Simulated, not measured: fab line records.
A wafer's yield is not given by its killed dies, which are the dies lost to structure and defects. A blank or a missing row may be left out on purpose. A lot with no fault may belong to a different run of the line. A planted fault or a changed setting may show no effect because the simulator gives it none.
fab line records	flow sky130
record lots=6	wafers=16	last_day=50
route steps=708 shown SD_P@359 RES_XHIGH@360 SALICIDE@361 LI_CONTACT@362 PAD_OPEN@708
lots that met no fault: taken from a fault-free run of the same line
start_h: the number of hours between the record's first day and the start of the first shown wafer of the lot	wait_h: time in hours since the lot's previous step	" unchanged from the row above	L1.1+2: several wafers, shown together as one row	- no value, or no start given	* or withheld: withheld	< > ~ a bound
route shown NAME@n: names a module that has steps shown in the file, with the first one's number in the route	usual: average and standard deviation across the fault-free wafers	same: alike in all rows	chamber/n: place in a boat	sites: per-site readings	_std_site: standard deviation of those values	_edge_site: inner sites' mean taken away from outer sites' mean	radius_mm: for every site, how far away it sits from the centre of the wafer	mask NAME#n: copy n	behind: the tool/chamber that last shaped the wafer	hold: why the lot went on hold/how many hours it stayed there/how the hold came to an end	device: names the non-switching transistor (n, p or np)	end of line: the tests these same wafers got at the end of their route	a step without rows: its recipe alone	killed: at the first sort, the dies lost to defects and structure; wafer yield is something else	map: dies across one wafer; x = killed, . = not, _ = none there
set.NAME: the setting that was run; set.NAME@STEP: the one run at that earlier step	model.NAME: the simulator's own value behind a step, which no gauge read
lots at some steps of the route; a table a step, a row a wafer
services: when a tool's chamber went out of use (start_h, in hours from the record's first day, below 0 if earlier), for how many hours, and the reason
## steps
# step SKY_SD_N_RS_MEAS_17
# recipe thk_meas_gauge=four-point-probe
# usual SD_P_RS=147.1/0.35
lot.wafer	tool	chamber	start_h	wait_h	SD_P_RS[ohm/sq]
L880.2	film_metro-03	-	710.32	0.1	147.8
L880.3	"	-	"	"	147.5
L880.6	"	-	"	"	148.0
L882.1	film_metro-01	-	720.33	0.1	147.6
L882.2	"	-	"	"	146.9
L882.4	"	-	"	"	147.2
L883.4	film_metro-03	-	739.79	0.1	146.7
L883.6	"	-	"	"	146.4
L886.4	film_metro-01	-	751.16	0.1	147.0
L886.5	"	-	"	"	147.0
L895.3	film_metro-01	-	812.34	0.1	147.1
L895.4	"	-	"	"	147.4
L895.6	"	-	"	"	146.8
L896.2	film_metro-03	-	819.58	0.1	147.4
L896.3	"	-	"	"	147.4
L896.6	"	-	"	"	147.2
# step SKY_SD_N_RS_MEAS_18
# recipe thk_meas_gauge=four-point-probe
# usual RES_XHIGH_RS=333.3/1.1
lot.wafer	tool	chamber	start_h	wait_h	RES_XHIGH_RS[ohm/sq]
L880.2	film_metro-03	-	710.44	0.1	335.0
L880.3	"	-	"	"	334.4
L880.6	"	-	"	"	333.4
L882.1	film_metro-01	-	720.45	0.1	333.1
L882.2	"	-	"	"	333.3
L882.4	"	-	"	"	332.6
L883.4	film_metro-03	-	739.91	0.1	331.9
L883.6	"	-	"	"	333.8
L886.4	film_metro-01	-	751.28	0.1	333.3
L886.5	"	-	"	"	333.9
L895.3	film_metro-01	-	812.46	0.1	333.1
L895.4	"	-	"	"	331.5
L895.6	"	-	"	"	332.8
L896.2	film_metro-03	-	819.70	0.1	333.5
L896.3	"	-	"	"	333.8
L896.6	"	-	"	"	332.9
# step SKY_SALICIDE_CLEAN_00
# recipe chemistry=HF-last	time_s=30	dilution=100:1	dry=ipa_marangoni
# step SKY_LI_CONTACT_HDPCVD_00
# recipe material=PSG	target_thk_nm=930	sigma_open_frac=0.3	time_s=155	temp_c=600	sih4_flow_sccm=60	pressure_mtorr=6
# step SKY_LI_CONTACT_THK_MEAS_01
# recipe reads=PSG_of_LI_CONTACT_HDPCVD_00
# usual LI_CONTACT_HDPCVD_THK=934/8.9
lot.wafer	tool	chamber	start_h	wait_h	LI_CONTACT_HDPCVD_THK[nm]
L880.2	film_metro-04	-	710.70	0.1	940
L880.3	"	-	"	"	932
L880.6	"	-	"	"	934
L882.1	film_metro-04	-	720.71	0.1	932
L882.2	"	-	"	"	953
L882.4	"	-	"	"	944
L883.4	film_metro-03	-	740.12	0.0	939
L883.6	"	-	"	"	943
L886.4	film_metro-04	-	751.49	0.0	947
L886.5	"	-	"	"	951
L895.3	film_metro-04	-	812.68	0.1	951
L895.4	"	-	"	"	941
L895.6	"	-	"	"	943
L896.2	film_metro-04	-	819.93	0.1	938
L896.3	"	-	"	"	939
L896.6	"	-	"	"	939
# step SKY_LI_CONTACT_CMP_02
# recipe material=PSG	down_force_psi=4	platen_rpm=60	pad_velocity_m_s=0.94248
# usual motor_current_A=11.9/1.1	retaining_ring_pressure_frac=1.000/0.0054	time_to_endpoint_s=32.3/2.7
lot.wafer	tool	chamber	start_h	wait_h	motor_current_A	retaining_ring_pressure_frac	time_to_endpoint_s
L880.2	cmp-01	0	710.85	0.1	13.0	0.996	29.1
L880.3	"	1	"	"	11.2	1.002	28.5
L880.6	"	2	"	"	12.7	1.004	28.0
L882.4	cmp-02	3	720.77	0.0	11.3	0.993	32.7
L882.2	"	1	"	"	12.6	1.001	36.9
L882.1	"	2	"	"	12.2	1.005	36.8
L883.4	cmp-01	1	740.15	0.0	11.7	1.007	29.6
L883.6	"	1	"	"	11.2	0.997	33.7
L886.4	cmp-01	3	751.62	0.1	9.8	1.006	35.5
L886.5	"	1	"	"	10.8	1.009	34.3
L895.4	cmp-01	2	812.77	0.1	13.1	1.005	33.5
L895.3	"	0	"	"	13.1	1.003	31.3
L895.6	"	2	"	"	13.1	1.002	33.4
L896.3	cmp-02	2	820.08	0.1	12.0	0.998	31.2
L896.2	"	3	"	"	12.0	0.997	32.3
L896.6	"	0	"	"	13.0	1.003	33.3
# step SKY_LI_CONTACT_BOW_MEAS_03
# recipe mode=bow
# usual LI_CONTACT_BOW=58/6.2
lot.wafer	tool	chamber	start_h	wait_h	LI_CONTACT_BOW[um]
L880.2	film_metro-01	-	711.07	0.2	59
L880.3	"	-	"	"	65
L880.6	"	-	"	"	56
L882.1	film_metro-01	-	721.07	0.1	57
L882.2	"	-	"	"	57
L882.4	"	-	"	"	48
L883.4	film_metro-01	-	740.51	0.3	55
L883.6	"	-	"	"	59
L886.4	film_metro-03	-	751.88	0.2	55
L886.5	"	-	"	"	43
L895.3	film_metro-03	-	813.06	0.1	64
L895.4	"	-	"	"	67
L895.6	"	-	"	"	56
L896.2	film_metro-04	-	820.30	0.1	61
L896.3	"	-	"	"	52
L896.6	"	-	"	"	51
# step SKY_LI_CONTACT_DEHYDRATE_04
# recipe temp_c=200	time_s=60
# step SKY_LI_CONTACT_HMDS_05
# recipe prime_time_s=60	prime_temp_c=120
# step SKY_LI_CONTACT_COAT_06
# recipe resist=BARC	temp_c=withheld	time_s=withheld	spin_rpm=3000	resist_thk_nm=60
# step SKY_LI_CONTACT_COAT_07
# recipe resist=KrF-thick	spin_rpm=3000	resist_thk_nm=450
# step SKY_LI_CONTACT_SOFTBAKE_08
# recipe temp_c=100	time_s=90	resist=KrF-thick
# step SKY_LI_CONTACT_EXPOSE_09
# recipe mask_id=LICM1	na=0.8	source_shape=annular	sigma_inner=0.55	sigma_outer=0.85	target_cd_nm=170	dose_mj=38
# usual exposure_dose_mJ_cm2=38.09/0.16
lot.wafer	tool	chamber	start_h	wait_h	mask	exposure_dose_mJ_cm2
L880.2	krf_scanner-01	0	725.68	-	LICM1#0	37.95
L880.3	"	0	"	"	LICM1#0	37.95
L880.6	"	0	"	"	LICM1#0	37.95
L882.1	krf_scanner-01	0	735.25	-	LICM1#0	38.02
L882.2	"	0	"	"	LICM1#0	37.97
L882.4	"	0	"	"	LICM1#0	37.99
L883.4	krf_scanner-01	0	754.76	-	LICM1#0	37.92
L883.6	"	0	"	"	LICM1#0	37.97
L886.4	krf_scanner-01	0	765.43	-	LICM1#0	37.94
L886.5	"	0	"	"	LICM1#0	37.97
L895.3	krf_scanner-02	0	826.53	-	LICM1#0	38.25
L895.4	"	0	"	"	LICM1#0	38.20
L895.6	"	0	"	"	LICM1#0	38.18
L896.2	krf_scanner-02	0	833.77	-	LICM1#0	38.26
L896.3	"	0	"	"	LICM1#0	38.26
L896.6	"	0	"	"	LICM1#0	38.23
# step SKY_LI_CONTACT_PEB_10
# recipe peb_temp_c=withheld	peb_time_s=withheld	resist=KrF-thick
# step SKY_LI_CONTACT_DEVELOP_11
# recipe develop_time_s=60	resist=KrF-thick	dev_temp_c=21
# step SKY_LI_CONTACT_CD_MEAS_12
# recipe target_cd_nm=170
# usual cd_nm=170.1/1.6
lot.wafer	tool	chamber	start_h	wait_h	cd_nm
L880.2	cd_sem-02	-	738.37	-	173.4
L880.3	"	-	"	"	172.5
L880.6	"	-	"	"	173.4
L882.1	cd_sem-01	-	747.94	-	168.8
L882.2	"	-	"	"	168.6
L882.4	"	-	"	"	167.7
L883.4	cd_sem-02	-	767.55	-	169.5
L883.6	"	-	"	"	173.1
L886.4	cd_sem-01	-	778.53	-	164.9
L886.5	"	-	"	"	167.8
L895.3	cd_sem-02	-	839.76	-	169.8
L895.4	"	-	"	"	168.8
L895.6	"	-	"	"	169.0
L896.2	cd_sem-01	-	846.89	-	170.0
L896.3	"	-	"	"	167.9
L896.6	"	-	"	"	169.5
# step SKY_LI_CONTACT_OVL_MEAS_13
# usual LI_CONTACT_OVL=0/5.3
lot.wafer	tool	chamber	start_h	wait_h	LI_CONTACT_OVL[nm]
L880.2	overlay-01	-	738.47	0.1	-7
L880.3	"	-	"	"	2
L880.6	"	-	"	"	3
L882.1	overlay-02	-	748.06	0.1	9
L882.2	"	-	"	"	2
L882.4	"	-	"	"	-11
L883.4	overlay-01	-	767.63	0.1	11
L883.6	"	-	"	"	-1
L886.4	overlay-01	-	778.61	0.1	-7
L886.5	"	-	"	"	5
L895.3	overlay-02	-	839.85	0.1	1
L895.4	"	-	"	"	2
L895.6	"	-	"	"	0
L896.2	overlay-01	-	847.00	0.1	6
L896.3	"	-	"	"	-2
L896.6	"	-	"	"	9
# step SKY_LI_CONTACT_ETCH_14
# recipe chemistry=N2/H2	target=BARC	ion_energy_ev=200	source_w=500	bias_w=100	pressure_mtorr=30	n2_flow_sccm=100	h2_flow_sccm=200	stop_on=SiO2	time_s=45.9	target_depth_a=600
# usual drypump_motor_current_A=5.6/0.54	oes_product_au=0.855/0.0047	throttle_valve_pct=13.225/0.0092
lot.wafer	tool	chamber	start_h	wait_h	drypump_motor_current_A	oes_product_au	rf_hours_counter_h	throttle_valve_pct	model.LI_CONTACT.cd_nm
L880.2	rie_diel-03	3	738.50	0.0	6.4	0.856	9	13.230	172.5
L880.3	"	0	"	"	4.7	0.858	8	13.223	172.6
L880.6	"	2	"	"	4.9	0.852	-	13.242	172.6
L882.1	rie_diel-01	2	748.09	0.0	5.7	0.857	4	13.230	168.3
L882.2	"	0	"	"	5.7	0.858	2	13.220	168.8
L882.4	"	1	"	"	5.4	0.858	8	13.237	167.9
L883.4	rie_diel-03	0	767.64	0.0	4.7	0.854	9	13.224	169.6
L883.6	"	3	"	"	6.4	0.861	-	13.206	172.8
L886.4	rie_diel-01	1	778.63	0.0	5.4	0.853	8	13.215	164.7
L886.5	"	1	"	"	5.4	0.852	-	13.208	167.5
L895.3	rie_diel-03	3	839.88	0.0	6.4	0.858	13	13.221	169.8
L895.4	"	3	"	"	6.4	0.853	-	13.231	169.1
L895.6	"	0	"	"	4.7	0.861	-	13.238	169.4
L896.2	rie_diel-03	3	847.03	0.0	6.4	0.852	13	13.214	170.3
L896.3	"	0	"	"	4.7	0.858	11	13.222	168.3
L896.6	"	2	"	"	4.9	0.859	-	13.219	169.9
# step SKY_LI_CONTACT_ETCH_15
# recipe target=PSG	chemistry=C4F8/O2/Ar	stop_on=Si	taper_deg=4.15	mask_material=KrF-thick	source_w=1500	bias_w=1200	pressure_mtorr=40	c4f8_flow_sccm=withheld	O2_flow_sccm=6	Ar_flow_sccm=300	time_s=withheld	target_depth_a=6000
# usual oes_product_au=0.838/0.0049
lot.wafer	tool	chamber	start_h	wait_h	oes_product_au	model.LI_CONTACT.cd_nm
L880.2	rie_diel-03	3	738.55	0.0	0.838	173
L880.3	"	0	"	"	0.844	172.4
L880.6	"	2	"	"	0.835	172.1
L882.1	rie_diel-01	2	748.14	0.0	0.838	168.4
L882.2	"	0	"	"	0.826	169.5
L882.4	"	1	"	"	0.837	167.6
L883.4	rie_diel-03	0	767.69	0.0	0.833	169.3
L883.6	"	3	"	"	0.841	173
L886.4	rie_diel-01	1	778.67	0.0	0.831	164.1
L886.5	"	1	"	"	0.835	167
L895.3	rie_diel-03	3	839.92	0.0	0.837	169.8
L895.4	"	3	"	"	0.838	169.5
L895.6	"	0	"	"	0.836	169.3
L896.2	rie_diel-03	3	847.07	0.0	0.836	170.3
L896.3	"	0	"	"	0.832	167.8
L896.6	"	2	"	"	0.835	169.4
# step SKY_LI_CONTACT_STRIP_16
# recipe chemistry=O2/N2	power_w=1400	pressure_mtorr=1500	platen_temp_c=withheld	o2_flow_sccm=3000	n2_flow_sccm=300	overash_fraction=0.5
# usual drypump_motor_current_A=5.7/0.34	oes_product_au=0.375/0.0045	strip_time_to_endpoint_s=3.486/0.025
lot.wafer	tool	chamber	start_h	wait_h	drypump_motor_current_A	oes_product_au	rf_hours_counter_h	strip_time_to_endpoint_s
L880.2	plasma_asher-01	1	738.63	-	5.5	0.371	33	3.467
L880.3	"	0	"	"	5.1	0.375	-	3.488
L880.6	"	0	"	"	5.1	0.371	-	3.480
L882.1	plasma_asher-04	1	748.22	-	5.6	0.375	87	3.507
L882.2	"	0	"	"	6.1	0.372	87	3.457
L882.4	"	0	"	"	6.1	0.367	-	3.485
L883.4	plasma_asher-01	1	767.81	-	5.6	0.378	-	3.507
L883.6	"	1	"	"	5.5	0.377	-	3.470
L886.4	plasma_asher-04	0	778.79	-	6.1	0.378	-	3.494
L886.5	"	1	"	"	5.6	0.376	-	3.504
L895.3	plasma_asher-02	1	840.04	-	5.1	0.382	-	3.477
L895.4	"	0	"	"	5.6	0.379	-	3.479
L895.6	"	1	"	"	5.2	0.376	-	3.481
L896.2	plasma_asher-04	0	847.15	-	6.1	0.373	97	3.478
L896.3	"	1	"	"	5.7	0.382	-	3.474
L896.6	"	0	"	"	6.2	0.378	-	3.485
# step SKY_PAD_OPEN_PROBE_99
# usual killed_at_M0_to_M3=43/6.5	killed_at_M4_up=3.5/1.9	killed_at_contacts=24/5.4	killed_at_front_end=16/4.8	killed_at_other=0.4/0.64	killed_dies=87/9.4	killed_open=47/7	killed_short=40/6.3
# same gross_dies=492	killed_at_back_side=0
lot.wafer	tool	chamber	start_h	wait_h	killed_at_M0_to_M3	killed_at_M4_up	killed_at_contacts	killed_at_front_end	killed_at_other	killed_dies	killed_open	killed_short
L883.6	prober-01	-	1143.56	0.2	38	5	27	19	1	90	46	43
L886.5	prober-01	-	1149.36	0.2	51	2	34	16	2	105	54	49
# killed by level:class
L883.6 CONTACT:geometric_particle:open=14 VIA1:geometric_particle:open=9 FIELD_ISO:geometric_particle:short=7 CONTACT:geometric_particle:short=6 VIA3:geometric_particle:open=5 VIA1:geometric_particle:short=5 METAL4:geometric_particle:short=5 POLY_GATE:geometric_particle:short=4
L886.5 CONTACT:geometric_particle:open=14 METAL1:geometric_particle:short=13 VIA2:geometric_particle:open=8 LI_CONTACT:geometric_particle:open=7 FIELD_ISO:geometric_particle:open=5 POLY_GATE:geometric_particle:open=5 LI_CONTACT:geometric_particle:short=5 VIA1:geometric_particle:open=5
## services
tool	chamber	start_h	hours	kind
krf_scanner-01	-	691.41	1.5	repair
plasma_asher-04	-	698.60	1.9	repair
cmp-01	-	699.72	1.4	repair
cmp-02	-	701.28	0.3	repair
krf_scanner-02	-	714.10	0.4	repair
cmp-01	-	716.52	6.9	pm
plasma_asher-04	-	739.16	1.3	repair
cmp-02	-	743.57	1.6	repair
cmp-01	-	745.76	4.0	pm
cmp-01	-	745.77	0.9	repair
cmp-01	-	759.12	1.3	repair
krf_scanner-02	-	762.01	1.0	pm
krf_scanner-01	-	763.37	1.0	pm
rie_diel-03	-	771.29	2.8	pm
krf_scanner-02	-	777.77	1.3	pm
krf_scanner-01	-	789.22	1.3	pm
rie_diel-03	0	790.85	2.9	repair
rie_diel-01	3	814.68	4.2	repair
plasma_asher-04	-	817.59	1.6	repair
rie_diel-01	-	835.89	0.3	repair
rie_diel-03	1	836.31	4.3	repair
plasma_asher-04	-	839.36	3.5	repair
krf_scanner-01	-	839.42	0.8	pm
krf_scanner-01	-	843.05	4.4	pm
## key
first_sign none at tools or gauges
model_effect step=SKY_LI_CONTACT_ETCH_14	value=LI_CONTACT.cd_nm	without=170.6	struck=167.3
model_effect step=SKY_LI_CONTACT_ETCH_15	value=LI_CONTACT.cd_nm	without=170.2	struck=166.8
met_at SKY_LI_CONTACT_EXPOSE_09
struck_wafers L883.4,L886.4,L886.5
tester_left_out L883,L886
onset_between 735.25 754.76
fault kind=process_parameter_drift	tool=krf_scanner-01	chamber=-	onset_h=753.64	steps=SKY_LI_CONTACT_EXPOSE_09	channel=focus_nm	offset=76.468	shape=step	end_h=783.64	scope=struck_wafers_only
# tester_left_out: of these lots the tester's yield and bins aren't shown, on N5 and GAA mostly nor the transistor test; their killed dies are dies lost to structure and defects alone, not to doping, threshold or leakage, so they don't give the yield
